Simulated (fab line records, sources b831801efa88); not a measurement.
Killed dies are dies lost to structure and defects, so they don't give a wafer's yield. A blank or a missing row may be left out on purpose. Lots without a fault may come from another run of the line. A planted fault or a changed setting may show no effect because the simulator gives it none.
Problem report in the 8D (eight disciplines) form, filled by code | flow sky130 | the parts of the form that need people (team, actions taken, sign-off) are left out

1. THE PROBLEM
killed_at_contacts at SKY_PAD_OPEN_PROBE_99 reads a mean of 280 on 6 wafers of 2 lots; wafers without a fault read 24 with a standard deviation of 5.4. That is +47 standard deviations from the usual mean.
First seen on wafer L971.2, day 48 01:10, on prober-01. The record holds 21 wafers of 7 lots with a number at this step. Rule for "out", or "out of limits": more than 4 standard deviations from the usual mean. The other wafers with a number count as sound.

2. WHAT IT IS AND WHAT IT IS NOT
question                    | is                                             | is not
which readings at this step | killed_at_contacts, killed_dies, killed_on_rim | killed_at_M4_up, killed_at_other
which lots                  | L971, L972                                     | L961, L962, L974, L976, L982
which wafers of those lots  | all that have a number                         | -
read on which tools         | prober-01, prober-02                           | -
when                        | from day 48 01:10                              | up to then (6 sound wafers); but 9 sound wafers of L974, L976, L982 came after

3. SUSPECTS, AND WHAT RULES EACH OUT
Counting: a tool at a process step up to the reading stays a suspect if it ran every lot that is out and no sound lot after the first of them.
- cmp-02 at SKY_CONTACT_CMP_27 (polishes, stops on SiO2, t overpolish 15 s, target thk 0 nm): kept. It ran every lot that is out, first L971 (day 34 17:02), and no sound lot after that; its last sound lot up to then is L961 (day 31 08:46).
- pvd_sputter-02 at SKY_METAL4_SPUTTER_02 (material AlCu, target thk 735 nm, time 39.1 s): kept. It ran every lot that is out, first L971 (day 42 12:40), and no sound lot after that.
Left after counting: cmp-02 at SKY_CONTACT_CMP_27, pvd_sputter-02 at SKY_METAL4_SPUTTER_02.

4. THE CAUSE (what the simulator had put in)
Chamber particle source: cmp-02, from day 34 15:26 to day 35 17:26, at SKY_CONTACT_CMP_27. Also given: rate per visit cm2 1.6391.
Counting left 2 suspects, and this tool is among them.

5. THE CHAIN OF EFFECTS, in route order
Each row: a reading whose mean over the struck wafers that have a number lies more than 3 standard deviations from the usual. Only readings for which the record gives a usual standard deviation are gone through. hours: the time from each lot's start at the first step in this table that gives one to its start at this step, as a median over the lots. sigmas: the change in usual standard deviations.
hours | step                  | reading            | usual | on struck wafers | change | sigmas
0     | SKY_PAD_OPEN_PROBE_99 | killed_at_contacts | 24    | 280              | +256   | +47
0     | SKY_PAD_OPEN_PROBE_99 | killed_dies        | 85    | 319              | +234   | +25
0     | SKY_PAD_OPEN_PROBE_99 | killed_on_rim      | 16    | 62               | +46    | +12
The process steps in it:
- SKY_PAD_OPEN_PROBE_99

6. WHAT WOULD HAVE CAUGHT IT SOONER
In this record the first reading out of limits was taken at day 48 01:10, 322 hours after the fault began at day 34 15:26.
Of the tool readings at SKY_CONTACT_CMP_27 for which the record gives a usual standard deviation, none was out on any struck wafer, so an alarm limit of 4 standard deviations on them would not have fired.
All the lots that are out (2) had begun SKY_CONTACT_CMP_27 on cmp-02 by day 48 01:10. A hold on the tool at that time would have spared none of them.
